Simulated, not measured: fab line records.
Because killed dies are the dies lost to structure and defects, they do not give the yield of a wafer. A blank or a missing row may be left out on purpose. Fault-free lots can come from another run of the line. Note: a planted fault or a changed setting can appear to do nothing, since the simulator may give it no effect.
Which tool is to blame? ; flow gf180mcu ; 11 lots with 33 wafers sampled at 7 steps, on a route of 602 steps

== WHAT THE GAUGES SHOWED, per wafer ==
GF_PSD_TW_MEAS_11.
lot;measured;on;PSD_TW
L318;day 14 05:40;film metro-03;3196 3197 3183
L320;day 14 20:14;film metro-03;3179 3192 3207
L321;day 15 01:17;film metro-02;3190 3181 3183
L322;day 15 14:02;film metro-03;3193 3193 3201
L324;day 16 07:40;film metro-02;3208 3202 3212
L331;day 18 23:20;film metro-01;3210 3226 3190
L332;day 19 06:13;film metro-02;3377 3389 3414
L333;day 19 13:22;film metro-02;3399 3390 3392
L335;day 20 07:19;film metro-02;3185 3202 3207
L340;day 21 19:04;film metro-02;3197 3214 3197
L341;day 22 06:43;film metro-03;3189 3196 3202

GF_PSD_RS_MEAS_15: the measuring method here is four-point-probe.
lot;measured;on;PSD_RS (ohm/sq)
L318;day 14 05:59;film metro-01;108.40 108.28 108.26
L320;day 14 20:34;film metro-02;109.12 109.04 108.99
L321;day 15 01:38;film metro-02;108.47 108.79 108.75
L322;day 15 14:22;film metro-03;108.87 108.43 108.79
L324;day 16 08:00;film metro-03;108.85 108.74 108.45
L331;day 18 23:41;film metro-03;108.47 108.50 108.20
L332;day 19 06:33;film metro-01;103.27 103.51 103.10
L333;day 19 13:41;film metro-03;103.54 103.35 103.41
L335;day 20 07:40;film metro-01;108.65 108.34 108.47
L340;day 21 19:23;film metro-02;108.46 108.81 108.84
L341;day 22 07:02;film metro-03;108.24 108.28 108.26

GF_V4_THK_MEAS_03.
lot;measured;on;V4_CVD_02_THK (nm)
L318;day 23 09:16;film metro-03;830 832 848
L320;day 24 02:27;film metro-03;829 848 855
L321;day 24 06:40;film metro-04;840 837 850
L322;day 24 21:10;film metro-04;838 848 844
L324;day 25 13:49;film metro-04;844 838 858
L331;day 27 22:23;film metro-01;840 843 845
L332;day 28 05:50;film metro-01;851 844 854
L333;day 28 09:43;film metro-04;833 836 847
L335;day 29 01:38;film metro-03;842 848 853
L340;day 30 04:11;film metro-01;831 834 836
L341;day 30 14:20;film metro-03;839 855 860

== WHAT TOOL EACH LOT RAN ON (gives the tool, then ch and the chambers of the sampled wafers, and finally the start) ==
lot;GF_PSD_IMPLANT_09;GF_PSD_STRIP_10;GF_M3_SPUTTER_00;GF_V4_CVD_02
L318;implanter-02 ch 0, day 14 05:25;plasma asher-01 ch 0,1, day 14 05:34;pvd sputter-04, day 20 06:35;pecvd-01 ch 0,1,2, day 23 09:11
L320;implanter-04 ch 0, day 14 20:00;plasma asher-03 ch 0,1, day 14 20:08;pvd sputter-01, day 21 00:53;pecvd-01 ch 0,1,2, day 24 02:22
L321;implanter-02 ch 0, day 15 01:02;plasma asher-03 ch 0,1, day 15 01:11;pvd sputter-01, day 21 07:14;pecvd-04 ch 0,2, day 24 06:36
L322;implanter-02 ch 0, day 15 13:48;plasma asher-01 ch 0,1, day 15 13:56;pvd sputter-01, day 21 20:32;pecvd-03 ch 0,1,2, day 24 21:05
L324;implanter-04 ch 0, day 16 07:26;plasma asher-03 ch 0,1, day 16 07:34;pvd sputter-03, day 22 15:19;pecvd-03 ch 1,2, day 25 13:44
L331;implanter-02 ch 0, day 18 23:05;plasma asher-01 ch 0,1, day 18 23:14;pvd sputter-01, day 25 04:18;pecvd-01 ch 0,1,2, day 27 22:19
L332;implanter-04 ch 0, day 19 06:00;plasma asher-02 ch 0,1, day 19 06:07;pvd sputter-04, day 25 12:04;pecvd-01 ch 0,1,2, day 28 05:46
L333;implanter-04 ch 0, day 19 13:08;plasma asher-02 ch 0,1, day 19 13:16;pvd sputter-03, day 25 16:38;pecvd-01 ch 1,2, day 28 09:38
L335;implanter-02 ch 0, day 20 07:04;plasma asher-02 ch 0,1, day 20 07:11;pvd sputter-01, day 26 08:52;pecvd-04 ch 1,2, day 29 01:33
L340;implanter-02 ch 0, day 21 18:49;plasma asher-03 ch 0,1, day 21 18:58;pvd sputter-03, day 27 15:32;pecvd-04 ch 0,1, day 30 04:07
L341;implanter-04 ch 0, day 22 06:29;plasma asher-03 ch 0,1, day 22 06:37;pvd sputter-01, day 28 00:52;pecvd-01 ch 1,2, day 30 14:14
- GF_PSD_IMPLANT_09
- GF_PSD_STRIP_10: strips in O2/N2.
- GF_M3_SPUTTER_00: material Ti, target thk 37.5 nm, time 150 s.
- GF_V4_CVD_02: deposits SiO2 from TEOS, target thk 850 nm, time 94.851 s.

== AS READ BY THE TOOLS THEMSELVES (means over the sampled wafers that have a number; for cases with no such wafer, the mark the record gives instead) ==
GF_PSD_IMPLANT_09.
lot;tool;dose ions cm2;end station pressure torr (Torr);faraday current uA
L318;implanter-02;1.5011e+15;1.22e-05;8245
L320;implanter-04;1.4997e+15;1.28e-05;8474
L321;implanter-02;1.5014e+15;1.22e-05;8284
L322;implanter-02;1.5007e+15;1.18e-05;8402
L324;implanter-04;1.5022e+15;1.17e-05;8255
L331;implanter-02;1.5011e+15;1.14e-05;8285
L332;implanter-04;2.0157e+15;1.44e-05;11019
L333;implanter-04;2.0155e+15;1.45e-05;11024
L335;implanter-02;1.5005e+15;1.19e-05;8266
L340;implanter-02;1.4985e+15;1.18e-05;8089
L341;implanter-04;1.4993e+15;1.13e-05;8071

GF_PSD_STRIP_10.
lot;tool;drypump motor current A (A);heater power w (W);oes product au (a.u.);strip time to endpoint s (s)
L318;plasma asher-01;5.86;316;0.589;16.48
L320;plasma asher-03;5.69;338;0.591;16.50
L321;plasma asher-03;5.71;347;0.596;16.51
L322;plasma asher-01;5.86;316;0.592;16.51
L324;plasma asher-03;5.82;363;0.589;16.48
L331;plasma asher-01;5.86;317;0.592;16.49
L332;plasma asher-02;5.51;322;0.570;17.55
L333;plasma asher-02;5.51;328;0.567;17.51
L335;plasma asher-02;5.50;325;0.594;16.57
L340;plasma asher-03;5.68;327;0.594;16.53
L341;plasma asher-03;5.70;334;0.592;16.47

GF_M3_SPUTTER_00.
lot;tool;chamber pressure pa (Pa);throttle valve pct (%)
L318;pvd sputter-04;2.002;29.5
L320;pvd sputter-01;1.998;29.6
L321;pvd sputter-01;1.999;29.3
L322;pvd sputter-01;1.998;29.8
L324;pvd sputter-03;2.001;30.3
L331;pvd sputter-01;2.003;29.2
L332;pvd sputter-04;2.005;29.1
L333;pvd sputter-03;2.001;30.2
L335;pvd sputter-01;1.998;29.0
L340;pvd sputter-03;1.998;30.1
L341;pvd sputter-01;1.998;29.3

GF_V4_CVD_02.
lot;tool;heater power w (W)
L318;pecvd-01;737
L320;pecvd-01;739
L321;pecvd-04;684
L322;pecvd-03;695
L324;pecvd-03;707
L331;pecvd-01;758
L332;pecvd-01;749
L333;pecvd-01;634
L335;pecvd-04;728
L340;pecvd-04;710
L341;pecvd-01;691

== THE ANSWER, worked out from the rows above alone ==
Rule: usual is defined by the lots themselves. The widest of any qualifying gaps counts: lots, ordered by their means at a reading, are off when they make up no more than a third of the lots, leave a main group of 4 or more, and stand apart from it by 3 or more times the standard deviation of that group's means. If all means in a main group match to the digits the tables above print for the reading, that group is not used. A lot without any number at a reading at which 4 lots or more have one is off too. Where the step has rows for the other lots, those lots are counted as sound. First the gauges in route order, then the tools' own readings, where a lot's mean is used as printed above. At the first step where some lot is off, the reading lying furthest off is the one used; lots without a number count as furthest.
Off: at GF_PSD_TW_MEAS_11 (PSD_TW), L332, L333. Main group: mean 3197, sd 7.3.
If a tool, at a process step before that reading, ran all the lots that are off and no sound lot after the first of them, it fits. Not tried: the gauges at GF_PSD_TW_MEAS_11; whatever is off there is also off at GF_PSD_RS_MEAS_15, on other tools, and gauge error can't account for it. Not one of the candidates tried fits.

== WHAT WAS PUT IN BY THE SIMULATOR ==
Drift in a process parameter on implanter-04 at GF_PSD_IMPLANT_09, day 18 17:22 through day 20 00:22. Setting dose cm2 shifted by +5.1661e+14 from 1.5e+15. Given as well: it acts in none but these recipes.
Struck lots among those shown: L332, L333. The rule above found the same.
